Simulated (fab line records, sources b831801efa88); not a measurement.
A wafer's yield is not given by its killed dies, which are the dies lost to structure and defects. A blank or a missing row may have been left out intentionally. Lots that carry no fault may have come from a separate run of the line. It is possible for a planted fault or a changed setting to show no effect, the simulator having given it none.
Which tool was responsible? -- flow gf180mcu -- Sampling: 14 lots, 42 wafers, 4 of 602 route steps

## WHAT THE GAUGES READ, wafer by wafer
GF_TOP_METAL_CD_MEAS_14: target cd 440 nm. Usual: cdNm at 439.0 nm, with a standard deviation of 2.7.
lot,measured,on,cdNm (nm),flag
L804,day 27 23:38,cdSem-01,439.6 441.5 440.9,
L805,day 28 05:17,cdSem-01,436.3 437.2 436.4,
L806,day 28 17:29,cdSem-02,438.8 436.8 440.2,
L810,day 30 03:00,cdSem-01,440.4 438.7 438.1,
L812,day 30 16:02,cdSem-02,438.3 437.1 435.4,
L817,day 31 21:29,cdSem-02,444.1 444.2 442.4,
L818,day 32 11:50,cdSem-02,440.5 438.7 440.5,
L819,day 32 15:16,cdSem-02,445.8 440.8 443.6,
L820,day 32 16:35,cdSem-01,440.2 439.6 439.1,
L821,day 33 04:58,cdSem-02,435.4 435.5 434.4,
L823,day 33 11:19,cdSem-01,438.1 440.2 440.4,
L824,day 33 12:14,cdSem-01,440.9 441.6 442.9,
L825,day 33 23:17,cdSem-01,442.9 440.0 442.1,
L827,day 34 10:26,cdSem-01,442.5 442.5 442.1,

## WHICH TOOL RAN EACH LOT (tool, then ch and the chambers of the sampled wafers, then the start)
lot,GF_M4_STRIP_18,GF_V5_SPUTTER_21,GF_V5_SPUTTER_22
L804,"wetBench-03 ch 3, day 23 07:04","pvdSputter-03, day 27 02:20","pvdSputter-03, day 27 02:25"
L805,"wetBench-01 ch 1, day 23 11:13","pvdSputter-04, day 27 08:27","pvdSputter-04, day 27 08:31"
L806,"wetBench-01 ch 0, day 24 04:24","pvdSputter-03, day 27 21:18","pvdSputter-03, day 27 21:22"
L810,"wetBench-01 ch 1, day 25 17:43","pvdSputter-03, day 29 07:19","pvdSputter-03, day 29 07:23"
L812,"wetBench-01 ch 1, day 26 08:07","pvdSputter-04, day 29 21:05","pvdSputter-04, day 29 21:08"
L817,"wetBench-03 ch 2, day 27 17:46","pvdSputter-03, day 31 03:09","pvdSputter-03, day 31 03:13"
L818,"wetBench-01 ch 3, day 28 10:30","pvdSputter-01, day 31 17:58","pvdSputter-01, day 31 18:01"
L819,"wetBench-04 ch 1, day 28 14:23","pvdSputter-04, day 31 21:23","pvdSputter-04, day 31 21:27"
L820,"wetBench-01 ch 2, day 28 17:03","pvdSputter-03, day 31 23:13","pvdSputter-03, day 31 23:16"
L821,"wetBench-01 ch 1, day 29 07:10","pvdSputter-04, day 32 12:16","pvdSputter-04, day 32 12:20"
L823,"wetBench-01 ch 1, day 29 13:23","pvdSputter-04, day 32 18:44","pvdSputter-04, day 32 18:47"
L824,"wetBench-01 ch 1, day 29 15:43","pvdSputter-03, day 32 19:19","pvdSputter-03, day 32 19:22"
L825,"wetBench-04 ch 2, day 30 04:34","pvdSputter-03, day 33 06:58","pvdSputter-03, day 33 07:01"
L827,"wetBench-03 ch 2, day 30 19:00","pvdSputter-01, day 33 18:23","pvdSputter-01, day 33 18:27"
- GF_M4_STRIP_18: strips in post etch residue remover, time 1200 s.
- GF_V5_SPUTTER_21: material Ti, target thk 15 nm, time 80.02 s.
- GF_V5_SPUTTER_22: material TiN, target thk 10 nm, time 40 s.

## WHAT THE TOOLS THEMSELVES READ (means of the sampled wafers that have a number; where no wafer has one, the mark that the record gives instead)
GF_V5_SPUTTER_21. Usual: cathodeDcPowerW 2500.0 W, standard deviation 0.46; throttleValvePct 30.2 %, standard deviation 1.1.
lot,tool,cathodeDcPowerW (W),throttleValvePct (%),flag
L804,pvdSputter-03,2499.5,31.6,
L805,pvdSputter-04,2500.0,29.8,
L806,pvdSputter-03,2499.7,30.8,
L810,pvdSputter-03,2499.9,30.5,
L812,pvdSputter-04,2499.8,29.1,
L817,pvdSputter-03,2500.0,31.5,
L818,pvdSputter-01,2499.9,29.5,
L819,pvdSputter-04,2499.8,29.3,
L820,pvdSputter-03,2500.2,31.1,
L821,pvdSputter-04,2500.3,28.4,
L823,pvdSputter-04,2500.0,30.1,
L824,pvdSputter-03,2499.9,30.9,
L825,pvdSputter-03,2500.2,30.9,
L827,pvdSputter-01,2500.4,29.7,

GF_V5_SPUTTER_22. Usual: cathodeDcPowerW 3999.9 W, standard deviation 0.78; throttleValvePct 30.2 %, standard deviation 1.1.
lot,tool,cathodeDcPowerW (W),throttleValvePct (%),flag
L804,pvdSputter-03,3999.8,31.7,
L805,pvdSputter-04,3999.5,29.7,
L806,pvdSputter-03,4000.4,31.0,
L810,pvdSputter-03,4000.1,30.8,
L812,pvdSputter-04,3999.5,29.5,
L817,pvdSputter-03,3999.8,31.5,
L818,pvdSputter-01,4000.6,29.4,
L819,pvdSputter-04,3999.8,29.3,
L820,pvdSputter-03,3998.9,30.9,
L821,pvdSputter-04,3999.3,28.2,
L823,pvdSputter-04,4000.2,30.0,
L824,pvdSputter-03,4000.4,31.0,
L825,pvdSputter-03,3999.8,30.9,
L827,pvdSputter-01,4000.3,29.5,

## THE ANSWER, worked out from the rows above alone
Rule: lot off if the mean of its wafers having a number is beyond 3 standard deviations from the usual mean. A lot without any number at a reading at which 4 lots or more have one is off too. Where the step has rows for the other lots, those lots are counted as sound. The gauges are gone through in route order, then the tools' own readings, and for those a lot's mean is taken as printed above. The first step at which some lot is off is used, and at that step the reading that is off furthest; a lot without a number counts as furthest.
Nothing can be told from this: no lot is off at any reading shown.

## WHAT THE SIMULATOR HAD INSERTED
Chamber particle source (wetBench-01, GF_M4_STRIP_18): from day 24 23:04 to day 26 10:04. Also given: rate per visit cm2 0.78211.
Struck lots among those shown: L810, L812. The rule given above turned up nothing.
